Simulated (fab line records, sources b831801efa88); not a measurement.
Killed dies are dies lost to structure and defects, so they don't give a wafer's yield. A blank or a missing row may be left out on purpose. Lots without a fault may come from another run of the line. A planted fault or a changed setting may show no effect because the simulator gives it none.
Which tool did it? | flow gf180mcu | 13 lots, 39 wafers sampled, at 3 steps of a route of 602

WHAT THE GAUGES READ, wafer by wafer
GF_V5_RS_MEAS_24: measures by four-point-probe.
lot  | measured     | on            | V5_W_RS (ohm/sq)
L581 | day 27 10:14 | film_metro-04 | 0.320 0.321 0.323
L582 | day 27 17:23 | film_metro-02 | 0.330 0.330 0.329
L583 | day 28 03:50 | film_metro-01 | 0.333 0.333 0.326
L584 | day 28 07:33 | film_metro-04 | 0.329 0.329 0.336
L587 | day 28 20:20 | film_metro-04 | 0.326 0.322 0.329
L589 | day 29 22:02 | film_metro-04 | 0.332 0.331 0.333
L592 | day 30 14:13 | film_metro-01 | 0.325 0.326 0.327
L593 | day 31 00:29 | film_metro-04 | 0.331 0.328 0.330
L594 | day 31 08:41 | film_metro-02 | 0.328 0.332 0.336
L595 | day 31 15:42 | film_metro-01 | 0.331 0.331 0.329
L596 | day 31 18:41 | film_metro-04 | 0.328 0.324 0.328
L599 | day 32 11:18 | film_metro-04 | 0.324 0.328 0.321
L602 | day 33 01:57 | film_metro-04 | 0.327 0.326 0.324

WHICH TOOL RAN EACH LOT (tool, then ch and the chambers of the sampled wafers, then the start)
lot  | GF_M4_SPUTTER_01             | GF_V5_SPUTTER_21
L581 | pvd_sputter-02, day 22 16:05 | pvd_sputter-04, day 27 09:59
L582 | pvd_sputter-04, day 23 01:19 | pvd_sputter-01, day 27 17:11
L583 | pvd_sputter-04, day 23 12:23 | pvd_sputter-04, day 28 03:36
L584 | pvd_sputter-03, day 23 15:13 | pvd_sputter-04, day 28 07:19
L587 | pvd_sputter-03, day 24 07:46 | pvd_sputter-01, day 28 20:06
L589 | pvd_sputter-03, day 25 11:41 | pvd_sputter-04, day 29 21:50
L592 | pvd_sputter-04, day 26 06:34 | pvd_sputter-04, day 30 13:59
L593 | pvd_sputter-04, day 26 17:26 | pvd_sputter-01, day 31 00:17
L594 | pvd_sputter-04, day 27 04:01 | pvd_sputter-04, day 31 08:27
L595 | pvd_sputter-04, day 27 11:59 | pvd_sputter-03, day 31 15:29
L596 | pvd_sputter-02, day 27 14:19 | pvd_sputter-01, day 31 18:26
L599 | pvd_sputter-03, day 28 12:41 | pvd_sputter-04, day 32 11:05
L602 | pvd_sputter-02, day 29 04:22 | pvd_sputter-01, day 33 01:43
- GF_M4_SPUTTER_01: material TiN, target thk 30 nm, time 25 s.
- GF_V5_SPUTTER_21: material Ti, target thk 15 nm, time 80.02 s.

WHAT THE TOOLS THEMSELVES READ (means of the sampled wafers that have a number; where no wafer has one, the mark that the record gives instead)
GF_M4_SPUTTER_01.
lot  | tool           | chamber_pressure_pa (Pa) | throttle_valve_pct (%)
L581 | pvd_sputter-02 | 0.4003                   | 30.7
L582 | pvd_sputter-04 | 0.3995                   | 29.6
L583 | pvd_sputter-04 | 0.3993                   | 29.5
L584 | pvd_sputter-03 | 0.3998                   | 30.9
L587 | pvd_sputter-03 | 0.4007                   | 30.7
L589 | pvd_sputter-03 | 0.4002                   | 30.8
L592 | pvd_sputter-04 | 0.3999                   | 29.8
L593 | pvd_sputter-04 | 0.4003                   | 29.6
L594 | pvd_sputter-04 | 0.4009                   | 30.6
L595 | pvd_sputter-04 | 0.4007                   | 29.1
L596 | pvd_sputter-02 | 0.4008                   | 30.7
L599 | pvd_sputter-03 | 0.4002                   | 31.0
L602 | pvd_sputter-02 | 0.4004                   | 30.3

GF_V5_SPUTTER_21.
lot  | tool           | chamber_pressure_pa (Pa) | throttle_valve_pct (%)
L581 | pvd_sputter-04 | 4.997                    | 30.0
L582 | pvd_sputter-01 | 5.010                    | 30.0
L583 | pvd_sputter-04 | 4.998                    | 29.3
L584 | pvd_sputter-04 | 5.000                    | 29.7
L587 | pvd_sputter-01 | 5.007                    | 31.0
L589 | pvd_sputter-04 | 5.004                    | 31.2
L592 | pvd_sputter-04 | 4.999                    | 30.7
L593 | pvd_sputter-01 | 4.996                    | 29.0
L594 | pvd_sputter-04 | 5.004                    | 31.1
L595 | pvd_sputter-03 | 5.006                    | 30.2
L596 | pvd_sputter-01 | 4.996                    | 30.0
L599 | pvd_sputter-04 | 5.003                    | 31.1
L602 | pvd_sputter-01 | 5.005                    | 30.0

THE ANSWER, worked out from the rows above alone
Rule: what is usual is taken from the lots themselves. Put in order of their means at a reading, lots are off if they are a third of the lots or fewer, leave a main group of 4 or more, and stand apart from it by a gap of 3 or more times the standard deviation of the main group's means; of several such gaps the widest counts. A main group whose means are all the same, to the digits that the tables above print for the reading, isn't used. A lot without any number at a reading at which 4 lots or more have one is off too. The other lots that the step has rows for count as sound. The gauges are gone through in route order, then the tools' own readings, and for those a lot's mean is taken as printed above. The first step at which some lot is off is used, and at that step the reading that is off furthest; a lot without a number counts as furthest.
No lot is off at any reading shown: from this, nothing can be told.

WHAT THE SIMULATOR HAD PUT IN
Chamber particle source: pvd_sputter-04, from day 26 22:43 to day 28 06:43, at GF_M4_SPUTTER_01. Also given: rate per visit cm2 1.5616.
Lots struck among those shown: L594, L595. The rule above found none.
